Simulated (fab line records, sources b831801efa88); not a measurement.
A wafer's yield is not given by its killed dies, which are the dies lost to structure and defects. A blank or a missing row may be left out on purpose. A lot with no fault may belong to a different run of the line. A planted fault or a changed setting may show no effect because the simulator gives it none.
fab line records    flow sky130    part 1 of 2: steps 1 to 30 of 38
record: lots: 5  wafers: 15  last_day: 50
route steps=708 shown RES_PROTECT@215 POLY_GATE@217 LDD_N@237
lots with no fault: from the same line, run without faults
start_h: the number of hours between the record's first day and the start of the first shown wafer of the lot    wait_h: hours since the lot's step before    " unchanged from the row above    L1.1+2: several wafers, shown together as one row    - value missing, or start not given    * or withheld: withheld    < > ~ a bound
route shown NAME@n: a module of which the file shows steps, and the number in the route of the first    usual: mean/standard deviation of fault-free wafers    same: alike in all rows    chamber/n: place in a boat    sites: readings site by site    _std_site: the standard deviation of these    _edge_site: the outer-site mean with the inner-site mean subtracted    radius_mm: for every site, how far away it sits from the centre of the wafer    mask NAME#n: copy n    behind: the last tool/chamber to shape the wafer    hold: cause of the lot's hold/its duration in hours/its outcome    device: the n, p or np transistor that did not switch    end of line: the same wafers' tests at the end of the route    for a step that has no rows: nothing shown but its recipe    killed: not the wafer's yield, but the dies lost to structure and defects at the first sort    map: a wafer's dies, x killed, . not, _ none there
set.NAME: the setting that was run; set.NAME@STEP: the one run at that earlier step    model.NAME: the simulator's own value behind a step, which no gauge read
lots at selected steps of the route; one table per step, one row per wafer
services: the hour from which a tool's chamber was out of use, counted from the record's first day as start_h (under 0 if before that day), plus the number of hours and why
== steps ==
step: SKY_RES_PROTECT_TW_MEAS_08
usual: POLY_GATE_TW: 4032/21
lot.wafer  tool           chamber  start_h  wait_h  POLY_GATE_TW
L077.1     film_metro-04  -        359.77   0.1     4070
L077.5     "              -        "        "       4054
L077.6     "              -        "        "       4020
L084.4     film_metro-01  -        419.45   0.1     4004
L084.5     "              -        "        "       4052
L084.6     "              -        "        "       4040
L089.3     film_metro-02  -        471.95   0.1     4048
L089.4     "              -        "        "       4048
L089.5     "              -        "        "       4028
L093.3     film_metro-04  -        497.65   0.1     4067
L093.4     "              -        "        "       4029
L093.5     "              -        "        "       4047
L095.3     film_metro-01  -        528.13   0.1     4045
L095.4     "              -        "        "       4035
L095.6     "              -        "        "       4025
step: SKY_RES_PROTECT_CLEAN_09
recipe: chemistry: SC1/SC2  mix: 1:4:20  temp_c: 70  time_s: 150  dry: n2_spin
lot.wafer   tool          chamber  start_h  wait_h
L077.1+5+6  wet_bench-01  3        359.83   0.1
L084.4+5+6  wet_bench-03  2        419.48   0.0
L089.3+4+5  wet_bench-03  2        471.99   0.0
L093.3+4+5  wet_bench-02  1        497.69   0.0
L095.3+4+6  wet_bench-03  1        528.17   0.0
step: SKY_POLY_GATE_CVD_03
recipe: material: Si3N4  precursor: DCS/NH3  target_thk_nm: 75  temp_c: 770  time_s: 1290  pressure_mtorr: 250
usual: spike_tc_top_C: 780.5/2.1  susceptor_temp_C: 769.9/0.39
lot.wafer  tool      chamber  start_h  wait_h  spike_tc_top_C  susceptor_temp_C
L077.1     lpcvd-02  0        361.08   1.2     780.3           769.7
L077.5     "         0        "        "       778.2           770.5
L077.6     "         0        "        "       776.4           770.5
L084.4     lpcvd-02  0        419.53   0.0     779.9           770.0
L084.5     "         0        "        "       780.4           770.0
L084.6     "         0        "        "       780.4           770.1
L089.3     lpcvd-02  1        472.61   0.6     782.7           769.9
L089.4     "         1        "        "       783.5           770.2
L089.5     "         1        "        "       784.7           769.8
L093.3     lpcvd-02  0        497.74   0.0     780.2           770.1
L093.4     "         0        "        "       780.4           770.1
L093.5     "         0        "        "       778.3           770.0
L095.3     lpcvd-02  1        529.05   0.8     783.7           769.7
L095.4     "         1        "        "       782.8           769.4
L095.6     "         1        "        "       784.3           769.6
step: SKY_POLY_GATE_THK_MEAS_04
recipe: reads: Si3N4_of_POLY_GATE_CVD_03
usual: POLY_GATE_CVD_03_THK: 74.9/0.82
lot.wafer  tool           chamber  start_h  wait_h  POLY_GATE_CVD_03_THK[nm]
L077.1     film_metro-02  -        362.43   0.0     76.0
L077.5     "              -        "        "       76.1
L077.6     "              -        "        "       75.6
L084.4     film_metro-03  -        420.91   0.0     74.4
L084.5     "              -        "        "       74.2
L084.6     "              -        "        "       74.9
L089.3     film_metro-02  -        473.99   0.0     74.4
L089.4     "              -        "        "       74.0
L089.5     "              -        "        "       74.2
L093.3     film_metro-04  -        499.11   0.0     74.8
L093.4     "              -        "        "       75.0
L093.5     "              -        "        "       75.0
L095.3     film_metro-02  -        530.43   0.0     76.2
L095.4     "              -        "        "       76.6
L095.6     "              -        "        "       76.3
step: SKY_POLY_GATE_DEHYDRATE_05
recipe: temp_c: 200  time_s: 60
lot.wafer   tool            chamber  start_h  wait_h
L077.1+5+6  litho_track-04  0        377.01   14.6
L084.4+5+6  litho_track-03  0        434.54   13.6
L089.3+4+5  litho_track-04  0        488.76   14.8
L093.3+4+5  litho_track-02  0        514.01   14.9
L095.3+4+6  litho_track-03  0        544.72   14.3
step: SKY_POLY_GATE_HMDS_06
recipe: prime_time_s: 60  prime_temp_c: 120
lot.wafer   tool            chamber  start_h  wait_h
L077.1+5+6  litho_track-04  0        377.16   0.1
L084.4+5+6  litho_track-03  0        434.69   0.1
L089.3+4+5  litho_track-04  0        488.91   0.1
L093.3+4+5  litho_track-02  0        514.16   0.1
L095.3+4+6  litho_track-03  0        544.87   0.1
step: SKY_POLY_GATE_COAT_07
recipe: resist: BARC  temp_c: withheld  time_s: withheld  spin_rpm: 3000  resist_thk_nm: 110
lot.wafer   tool            chamber  start_h  wait_h
L077.1+5+6  litho_track-04  0        377.31   0.1
L084.4+5+6  litho_track-03  0        434.84   0.1
L089.3+4+5  litho_track-04  0        489.06   0.1
L093.3+4+5  litho_track-02  0        514.31   0.1
L095.3+4+6  litho_track-03  0        545.02   0.1
step: SKY_POLY_GATE_COAT_08
recipe: resist: KrF-thick  spin_rpm: 3000  resist_thk_nm: 450
lot.wafer   tool            chamber  start_h  wait_h
L077.1+5+6  litho_track-04  0        -        -
L084.4+5+6  litho_track-03  0        -        -
L089.3+4+5  litho_track-04  0        -        -
L093.3+4+5  litho_track-02  0        -        -
L095.3+4+6  litho_track-03  0        -        -
step: SKY_POLY_GATE_SOFTBAKE_09
recipe: temp_c: 100  time_s: 90  resist: KrF-thick
lot.wafer   tool            chamber  start_h  wait_h
L077.1+5+6  litho_track-04  0        -        -
L084.4+5+6  litho_track-03  0        -        -
L089.3+4+5  litho_track-04  0        -        -
L093.3+4+5  litho_track-02  0        -        -
L095.3+4+6  litho_track-03  0        -        -
step: SKY_POLY_GATE_EXPOSE_10
recipe: mask_id: P1M  na: 0.68  source_shape: conventional  sigma_outer: 0.6  target_cd_nm: 150  dose_mj: 28
usual: exposure_dose_mJ_cm2: 28.002/0.025
same: na: 0.68
lot.wafer  tool            chamber  start_h  wait_h  mask   exposure_dose_mJ_cm2
L077.1     krf_scanner-01  0        -        -       P1M#0  27.978
L077.5     "               0        "        "       P1M#0  28.003
L077.6     "               0        "        "       P1M#0  28.008
L084.4     krf_scanner-02  0        -        -       P1M#0  28.011
L084.5     "               0        "        "       P1M#0  28.025
L084.6     "               0        "        "       P1M#0  27.992
L089.3     krf_scanner-02  0        -        -       P1M#0  27.990
L089.4     "               0        "        "       P1M#0  27.979
L089.5     "               0        "        "       P1M#0  27.978
L093.3     krf_scanner-02  0        -        -       P1M#0  27.950
L093.4     "               0        "        "       P1M#0  28.012
L093.5     "               0        "        "       P1M#0  27.978
L095.3     krf_scanner-01  0        -        -       P1M#0  28.003
L095.4     "               0        "        "       P1M#0  28.027
L095.6     "               0        "        "       P1M#0  28.021
step: SKY_POLY_GATE_PEB_11
recipe: peb_temp_c: withheld  peb_time_s: withheld  resist: KrF-thick
lot.wafer   tool            chamber  start_h  wait_h
L077.1+5+6  litho_track-02  0        -        -
L084.4+5+6  litho_track-04  0        -        -
L089.3+4+5  litho_track-04  0        -        -
L093.3+4+5  litho_track-02  0        -        -
L095.3+4+6  litho_track-02  0        -        -
step: SKY_POLY_GATE_DEVELOP_12
recipe: develop_time_s: 60  resist: KrF-thick  dev_temp_c: 21
lot.wafer   tool            chamber  start_h  wait_h
L077.1+5+6  litho_track-02  0        -        -
L084.4+5+6  litho_track-04  0        -        -
L089.3+4+5  litho_track-04  0        -        -
L093.3+4+5  litho_track-02  0        -        -
L095.3+4+6  litho_track-02  0        -        -
step: SKY_POLY_GATE_CD_MEAS_13
recipe: target_cd_nm: 150
usual: cd_nm: 149.9/1.4
lot.wafer  tool       chamber  start_h  wait_h  cd_nm
L077.1     cd_sem-01  -        392.16   -       150.5
L077.5     "          -        "        "       149.6
L077.6     "          -        "        "       150.2
L084.4     cd_sem-02  -        450.42   -       152.0
L084.5     "          -        "        "       152.3
L084.6     "          -        "        "       153.2
L089.3     cd_sem-01  -        504.75   -       149.6
L089.4     "          -        "        "       150.2
L089.5     "          -        "        "       149.8
L093.3     cd_sem-01  -        529.25   -       149.0
L093.4     "          -        "        "       149.9
L093.5     "          -        "        "       147.1
L095.3     cd_sem-01  -        559.75   -       149.3
L095.4     "          -        "        "       149.2
L095.6     "          -        "        "       148.5
step: SKY_POLY_GATE_OVL_MEAS_14
usual: POLY_GATE_OVL: -1/7.5
lot.wafer  tool        chamber  start_h  wait_h  POLY_GATE_OVL[nm]
L077.1     overlay-01  -        392.28   0.1     13
L077.5     "           -        "        "       9
L077.6     "           -        "        "       7
L084.4     overlay-01  -        450.50   0.1     -6
L084.5     "           -        "        "       -7
L084.6     "           -        "        "       -5
L089.3     overlay-01  -        504.84   0.1     1
L089.4     "           -        "        "       6
L089.5     "           -        "        "       4
L093.3     overlay-02  -        529.35   0.1     14
L093.4     "           -        "        "       6
L093.5     "           -        "        "       3
L095.3     overlay-01  -        559.85   0.1     0
L095.4     "           -        "        "       10
L095.6     "           -        "        "       -2
step: SKY_POLY_GATE_ETCH_15
recipe: chemistry: N2/H2  target: BARC  ion_energy_ev: 200  source_w: 500  bias_w: 100  pressure_mtorr: 30  n2_flow_sccm: 100  h2_flow_sccm: 200  stop_on: SiO2  time_s: 118.5  target_depth_a: 1100
usual: drypump_motor_current_A: 5.9/0.6  oes_product_au: 0.716/0.0044  throttle_valve_pct: 13.212/0.01
lot.wafer  tool         chamber  start_h  wait_h  drypump_motor_current_A  oes_product_au  rf_hours_counter_h  throttle_valve_pct
L077.1     rie_diel-03  2        392.32   0.0     6.1                      0.719           99                  13.201
L077.5     "            2        "        "       6.1                      0.719           -                   13.179
L077.6     "            1        "        "       5.0                      0.712           -                   13.204
L084.4     rie_diel-03  3        450.51   0.0     6.5                      0.713           11                  13.217
L084.5     "            2        "        "       6.1                      0.715           -                   13.224
L084.6     "            1        "        "       4.9                      0.714           -                   13.200
L089.3     rie_diel-04  2        504.86   0.0     5.5                      0.710           7                   13.222
L089.4     "            2        "        "       5.5                      0.713           -                   13.203
L089.5     "            0        "        "       6.0                      0.718           -                   13.219
L093.3     rie_diel-04  3        529.37   0.0     6.4                      0.710           3                   13.203
L093.4     "            1        "        "       5.5                      0.726           48                  13.218
L093.5     "            2        "        "       5.5                      0.713           -                   13.216
L095.3     rie_diel-03  3        559.87   0.0     6.4                      0.718           14                  13.219
L095.4     "            0        "        "       6.7                      0.725           23                  13.217
L095.6     "            1        "        "       5.0                      0.721           -                   13.198
step: SKY_POLY_GATE_ETCH_16
recipe: stop_on: poly-Si  chemistry: CH3F/O2  target: Si3N4  source_w: 400  bias_w: 80  pressure_mtorr: 25  ch3f_flow_sccm: 40  O2_flow_sccm: 30  time_s: 147.5  target_depth_a: 750
usual: drypump_motor_current_A: 5.9/0.6  oes_product_au: 0.640/0.0055  throttle_valve_pct: 10.535/0.0097
lot.wafer  tool         chamber  start_h  wait_h  drypump_motor_current_A  oes_product_au  rf_hours_counter_h  throttle_valve_pct
L077.1     rie_diel-03  2        392.40   0.0     6.1                      0.642           99                  10.531
L077.5     "            2        "        "       6.1                      0.646           -                   10.510
L077.6     "            1        "        "       4.9                      0.645           -                   10.539
L084.4     rie_diel-03  3        450.60   0.0     6.5                      0.640           11                  10.526
L084.5     "            2        "        "       6.1                      0.631           -                   10.535
L084.6     "            1        "        "       4.9                      0.637           -                   10.543
L089.3     rie_diel-04  2        504.95   0.0     5.5                      0.641           7                   10.539
L089.4     "            2        "        "       5.5                      0.636           -                   10.542
L089.5     "            0        "        "       6.0                      0.633           -                   10.536
L093.3     rie_diel-04  3        529.45   0.0     6.3                      0.637           3                   10.528
L093.4     "            1        "        "       5.5                      0.640           48                  10.534
L093.5     "            2        "        "       5.5                      0.640           -                   10.529
L095.3     rie_diel-03  3        559.95   0.0     6.5                      0.652           14                  10.533
L095.4     "            0        "        "       6.6                      0.644           23                  10.554
L095.6     "            1        "        "       4.9                      0.649           -                   10.548
step: SKY_POLY_GATE_ETCH_17
recipe: target_depth_nm: 180  stop_on: SiO2  over_etch_frac: 0.56667  chemistry: HBr/Cl2  target: poly-Si  icp_w: 400  bias_w: 100  pressure_mtorr: 10  HBr_flow_sccm: 150  Cl2_flow_sccm: 50  time_s: 70.5
usual: HBr_flow_sccm: 149.9/0.43  drypump_motor_current_A: 6.0/0.41  oes_product_au: 0.986/0.0062  throttle_valve_pct: 33.684/0.0094
lot.wafer  tool       chamber  start_h  wait_h  HBr_flow_sccm  drypump_motor_current_A  oes_product_au  rf_hours_counter_h  throttle_valve_pct
L077.1     rie_si-01  3        392.50   0.0     150.4          5.9                      0.984           13                  33.694
L077.5     "          2        "        "       149.3          6.6                      0.987           -                   33.677
L077.6     "          1        "        "       150.1          6.6                      0.991           -                   33.688
L084.4     rie_si-02  0        450.69   0.0     149.8          6.2                      0.991           20                  33.691
L084.5     "          2        "        "       150.0          6.1                      0.993           -                   33.675
L084.6     "          3        "        "       150.2          5.7                      0.985           -                   33.679
L089.3     rie_si-02  2        505.04   0.0     150.9          6.1                      0.992           0                   33.684
L089.4     "          3        "        "       149.8          5.7                      0.988           2                   33.690
L089.5     "          0        "        "       149.2          6.2                      0.977           -                   33.685
L093.3     rie_si-01  2        529.55   0.0     150.3          6.5                      0.987           4                   33.692
L093.4     "          2        "        "       149.3          6.5                      0.995           -                   33.682
L093.5     "          0        "        "       149.5          5.4                      0.984           -                   33.690
L095.3     rie_si-02  3        560.05   0.0     150.5          5.7                      0.977           2                   33.684
L095.4     "          0        "        "       150.9          6.2                      0.982           21                  33.681
L095.6     "          1        "        "       150.1          5.5                      0.986           -                   33.697
step: SKY_POLY_GATE_STRIP_18
recipe: chemistry: O2/N2  power_w: 1400  pressure_mtorr: 1500  platen_temp_c: withheld  o2_flow_sccm: 3000  n2_flow_sccm: 300  overash_fraction: 0.5
usual: drypump_motor_current_A: 5.3/0.34  oes_product_au: 0.360/0.0046  strip_time_to_endpoint_s: 3.164/0.026
lot.wafer  tool             chamber  start_h  wait_h  drypump_motor_current_A  oes_product_au  rf_hours_counter_h  strip_time_to_endpoint_s
L077.1     plasma_asher-01  0        392.56   0.0     5.1                      0.357           73                  3.204
L077.5     "                1        "        "       5.0                      0.364           -                   3.193
L077.6     "                0        "        "       5.1                      0.366           -                   3.162
L084.4     plasma_asher-03  0        450.78   0.1     6.1                      0.363           -                   3.167
L084.5     "                1        "        "       5.3                      0.361           -                   3.159
L084.6     "                0        "        "       6.1                      0.365           -                   3.195
L089.3     plasma_asher-04  1        505.13   0.1     5.4                      0.355           -                   3.122
L089.4     "                0        "        "       5.1                      0.366           -                   3.133
L089.5     "                0        "        "       5.1                      0.358           -                   3.119
L093.3     plasma_asher-01  0        529.64   0.1     5.1                      0.359           -                   3.181
L093.4     "                1        "        "       5.0                      0.363           -                   3.164
L093.5     "                1        "        "       5.0                      0.363           -                   3.167
L095.3     plasma_asher-04  0        560.14   0.1     5.1                      0.358           -                   3.195
L095.4     "                1        "        "       5.4                      0.362           -                   3.161
L095.6     "                1        "        "       5.3                      0.359           -                   3.180
step: SKY_POLY_GATE_CLEAN_19
recipe: chemistry: SC1/SC2  mix: 1:4:20  temp_c: 70  time_s: 150  dry: n2_spin
lot.wafer   tool          chamber  start_h  wait_h
L077.1+5+6  wet_bench-02  3        392.66   0.1
L084.4+5+6  wet_bench-02  0        450.85   0.0
L089.3+4+5  wet_bench-01  2        505.20   0.0
L093.3+4+5  wet_bench-02  3        529.71   0.0
L095.3+4+6  wet_bench-04  3        560.21   0.0
step: SKY_POLY_GATE_OXIDATION_20
recipe: temp_c: 850  ambient: O2  stabilise_s: 600  purge_s: 300  target_thk_a: 40  ox_time_s: 899
usual: spike_tc_top_C: 864.5/2.6
lot.wafer  tool        chamber  start_h  wait_h  spike_tc_top_C
L077.1     furnace-01  0        394.86   2.2     866.6
L077.5     "           0        "        "       866.2
L077.6     "           0        "        "       866.3
L084.4     furnace-02  0        451.88   1.0     862.9
L084.5     "           0        "        "       860.8
L084.6     "           0        "        "       862.2
L089.3     furnace-01  0        505.25   0.0     864.7
L089.4     "           0        "        "       867.6
L089.5     "           0        "        "       867.2
L093.3     furnace-02  0        529.76   0.0     863.5
L093.4     "           0        "        "       863.8
L093.5     "           0        "        "       863.1
L095.3     furnace-02  0        560.31   0.0     861.4
L095.4     "           0        "        "       862.4
L095.6     "           0        "        "       861.3
step: SKY_POLY_GATE_THK_MEAS_21
recipe: reads: SiO2_of_POLY_GATE_OXIDATION_20
usual: POLY_GATE_OXIDATION_THK: 4.04/0.077
lot.wafer  tool           chamber  start_h  wait_h  POLY_GATE_OXIDATION_THK[nm]
L077.1     film_metro-02  -        396.11   0.0     4.06
L077.5     "              -        "        "       4.08
L077.6     "              -        "        "       4.23
L084.4     film_metro-02  -        453.16   0.0     4.11
L084.5     "              -        "        "       4.15
L084.6     "              -        "        "       4.17
L089.3     film_metro-04  -        506.52   0.0     4.09
L089.4     "              -        "        "       4.03
L089.5     "              -        "        "       4.05
L093.3     film_metro-04  -        531.03   0.0     4.07
L093.4     "              -        "        "       4.05
L093.5     "              -        "        "       4.11
L095.3     film_metro-04  -        561.57   0.0     4.05
L095.4     "              -        "        "       4.07
L095.6     "              -        "        "       3.98
step: SKY_POLY_GATE_CD_MEAS_22
usual: cd_nm: 150.2/1.9
lot.wafer  tool       chamber  start_h  wait_h  cd_nm
L077.1     cd_sem-02  -        396.17   0.1     150.8
L077.5     "          -        "        "       150.8
L077.6     "          -        "        "       150.4
L084.4     cd_sem-02  -        453.27   0.1     152.9
L084.5     "          -        "        "       154.0
L084.6     "          -        "        "       153.4
L089.3     cd_sem-01  -        506.62   0.1     151.2
L089.4     "          -        "        "       152.2
L089.5     "          -        "        "       149.6
L093.3     cd_sem-01  -        531.12   0.1     149.8
L093.4     "          -        "        "       151.8
L093.5     "          -        "        "       148.3
L095.3     cd_sem-02  -        561.67   0.1     148.2
L095.4     "          -        "        "       149.3
L095.6     "          -        "        "       148.4
step: SKY_LDD_N_DEHYDRATE_00
recipe: temp_c: 200  time_s: 60
lot.wafer   tool            chamber  start_h  wait_h
L077.1+5+6  litho_track-01  0        410.43   14.2
L084.4+5+6  litho_track-04  0        467.28   14.0
L089.3+4+5  litho_track-02  0        521.51   14.9
L093.3+4+5  litho_track-01  0        545.28   14.1
L095.3+4+6  litho_track-04  0        576.81   15.1
step: SKY_LDD_N_HMDS_01
recipe: prime_time_s: 60  prime_temp_c: 120
lot.wafer   tool            chamber  start_h  wait_h
L077.1+5+6  litho_track-01  0        410.58   0.1
L084.4+5+6  litho_track-04  0        467.43   0.1
L089.3+4+5  litho_track-02  0        521.66   0.1
L093.3+4+5  litho_track-01  0        545.43   0.1
L095.3+4+6  litho_track-04  0        576.96   0.1
step: SKY_LDD_N_COAT_02
recipe: resist: NOVOLAK  spin_rpm: 3000  resist_thk_nm: 300
lot.wafer   tool            chamber  start_h  wait_h
L077.1+5+6  litho_track-01  0        410.73   0.1
L084.4+5+6  litho_track-04  0        467.58   0.1
L089.3+4+5  litho_track-02  0        521.81   0.1
L093.3+4+5  litho_track-01  0        545.58   0.1
L095.3+4+6  litho_track-04  0        577.11   0.1
step: SKY_LDD_N_SOFTBAKE_03
recipe: temp_c: 90  time_s: 60  resist: NOVOLAK
lot.wafer   tool            chamber  start_h  wait_h
L077.1+5+6  litho_track-01  0        410.88   0.1
L084.4+5+6  litho_track-04  0        467.73   0.1
L089.3+4+5  litho_track-02  0        521.96   0.1
L093.3+4+5  litho_track-01  0        545.73   0.1
L095.3+4+6  litho_track-04  0        577.26   0.1
step: SKY_LDD_N_EXPOSE_04
recipe: mask_id: NTM  target_cd_nm: 840  na: 0.6  source_shape: conventional  sigma_outer: 0.6  dose_mj: 110
usual: exposure_dose_mJ_cm2: 109.99/0.11
same: na: 0.6
lot.wafer  tool              chamber  start_h  wait_h  mask   exposure_dose_mJ_cm2
L077.1     iline_stepper-01  0        -        -       NTM#0  110.06
L077.5     "                 0        "        "       NTM#0  109.99
L077.6     "                 0        "        "       NTM#0  109.83
L084.4     iline_stepper-01  0        -        -       NTM#0  110.14
L084.5     "                 0        "        "       NTM#0  109.97
L084.6     "                 0        "        "       NTM#0  110.15
L089.3     iline_stepper-02  0        -        -       NTM#0  109.98
L089.4     "                 0        "        "       NTM#0  110.04
L089.5     "                 0        "        "       NTM#0  109.78
L093.3     iline_stepper-02  0        -        -       NTM#0  109.96
L093.4     "                 0        "        "       NTM#0  110.03
L093.5     "                 0        "        "       NTM#0  110.01
L095.3     iline_stepper-01  0        -        -       NTM#0  109.92
L095.4     "                 0        "        "       NTM#0  109.90
L095.6     "                 0        "        "       NTM#0  109.79
step: SKY_LDD_N_PEB_05
recipe: temp_c: withheld  time_s: *  resist: NOVOLAK
lot.wafer   tool            chamber  start_h  wait_h
L077.1+5+6  litho_track-04  0        -        -
L084.4+5+6  litho_track-04  0        -        -
L089.3+4+5  litho_track-01  0        -        -
L093.3+4+5  litho_track-02  0        -        -
L095.3+4+6  litho_track-04  0        -        -
step: SKY_LDD_N_DEVELOP_06
recipe: develop_time_s: 60  dev_temp_c: 23
lot.wafer   tool            chamber  start_h  wait_h
L077.1+5+6  litho_track-04  0        425.41   0.1
L084.4+5+6  litho_track-04  0        483.58   0.1
L089.3+4+5  litho_track-01  0        536.18   0.1
L093.3+4+5  litho_track-02  0        559.91   0.1
L095.3+4+6  litho_track-04  0        591.71   0.1
step: SKY_LDD_N_OVL_MEAS_07
usual: LDD_N_OVL: 0.9/1.4
lot.wafer  tool        chamber  start_h  wait_h  LDD_N_OVL[nm]
L077.1     overlay-01  -        425.56   0.1     1.4
L077.5     "           -        "        "       1.9
L077.6     "           -        "        "       0.8
L084.4     overlay-01  -        483.68   0.1     2.3
L084.5     "           -        "        "       3.3
L084.6     "           -        "        "       1.9
L089.3     overlay-01  -        536.29   0.1     0.2
L089.4     "           -        "        "       0.9
L089.5     "           -        "        "       2.8
L093.3     overlay-01  -        560.03   0.1     -1.3
L093.4     "           -        "        "       -0.7
L093.5     "           -        "        "       -1.2
L095.3     overlay-01  -        591.82   0.1     1.8
L095.4     "           -        "        "       1.4
L095.6     "           -        "        "       1.5
